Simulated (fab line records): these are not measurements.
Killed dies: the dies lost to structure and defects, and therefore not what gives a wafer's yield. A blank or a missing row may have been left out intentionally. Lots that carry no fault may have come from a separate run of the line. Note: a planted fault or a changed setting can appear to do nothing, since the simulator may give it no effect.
One fault through the eyes of 2 desks + flow sky130 + every desk sees just its own numbers, and what lay behind them comes last

DESK OF THE TOOL OWNER: rie-diel-02
The tool's own readings at SKY_LI_CONTACT_ETCH_15 (etches PSG in C4F8/O2/Ar, stops on Si, target depth 600 nm): means of the sampled wafers that have a number, for each lot that ran on this tool. Marked OUT: a lot whose mean sits more than 4 standard deviations from the usual mean, which makes it out of limits; the brackets give that distance.
Columns: A = bias-w at SKY_LI_CONTACT_ETCH_15, usual 1200 W; B = chamber-pressure-mTorr at SKY_LI_CONTACT_ETCH_15, usual 40.00 mTorr; C = oes-product-au at SKY_LI_CONTACT_ETCH_15, usual 0.837 a.u.
| lot  | first seen here | A    | B     | C     |
|------|-----------------|------|-------|-------|
| L394 | day 29 12:24    | 1198 | 39.98 | 0.838 |
| L396 | day 29 23:07    | 1199 | 39.99 | 0.840 |
| L408 | day 34 05:14    | 1200 | 40.00 | 0.834 |
| L410 | day 35 03:34    | 1196 | 40.00 | 0.835 |
| L414 | day 35 20:43    | 1196 | 39.99 | 0.836 |
Result from this desk: across the 5 lots, nothing is out of limits.

METROLOGY DESK
Means of the sampled wafers that have a number, per lot and without regard to the tool the lot ran on: this is what the gauges read. Marked OUT: a lot whose mean sits more than 4 standard deviations from the usual mean, which makes it out of limits; the brackets give that distance.
Columns: A = LDD_HVP_TW at SKY_LDD_HVP_TW_MEAS_10, usual 458; B = VIA1_OVL at SKY_VIA1_OVL_MEAS_13, usual -2 nm
| lot  | first seen here | A   | B  |
|------|-----------------|-----|----|
| L394 | day 21 19:30    | 459 | -9 |
| L396 | day 22 09:27    | 454 | -4 |
| L399 | day 23 21:20    | 462 | 3  |
| L401 | day 24 14:16    | 460 | -  |
| L402 | day 25 07:10    | 456 | -  |
| L407 | day 26 12:31    | 452 | -6 |
| L408 | day 26 23:58    | 461 | -2 |
| L410 | day 28 01:46    | 452 | -1 |
| L412 | day 28 06:41    | 458 | 2  |
| L414 | day 28 17:10    | 451 | 4  |
| L415 | day 29 02:28    | 453 | 5  |
| L416 | day 29 15:38    | 459 | -4 |
Result from this desk: across the 12 lots, nothing is out of limits.

PUT TOGETHER
The tool owner's desk saw nothing out of limits.
At the metrology desk, nothing out of limits was observed.

WHAT HAD BEEN PUT IN BY THE SIMULATOR
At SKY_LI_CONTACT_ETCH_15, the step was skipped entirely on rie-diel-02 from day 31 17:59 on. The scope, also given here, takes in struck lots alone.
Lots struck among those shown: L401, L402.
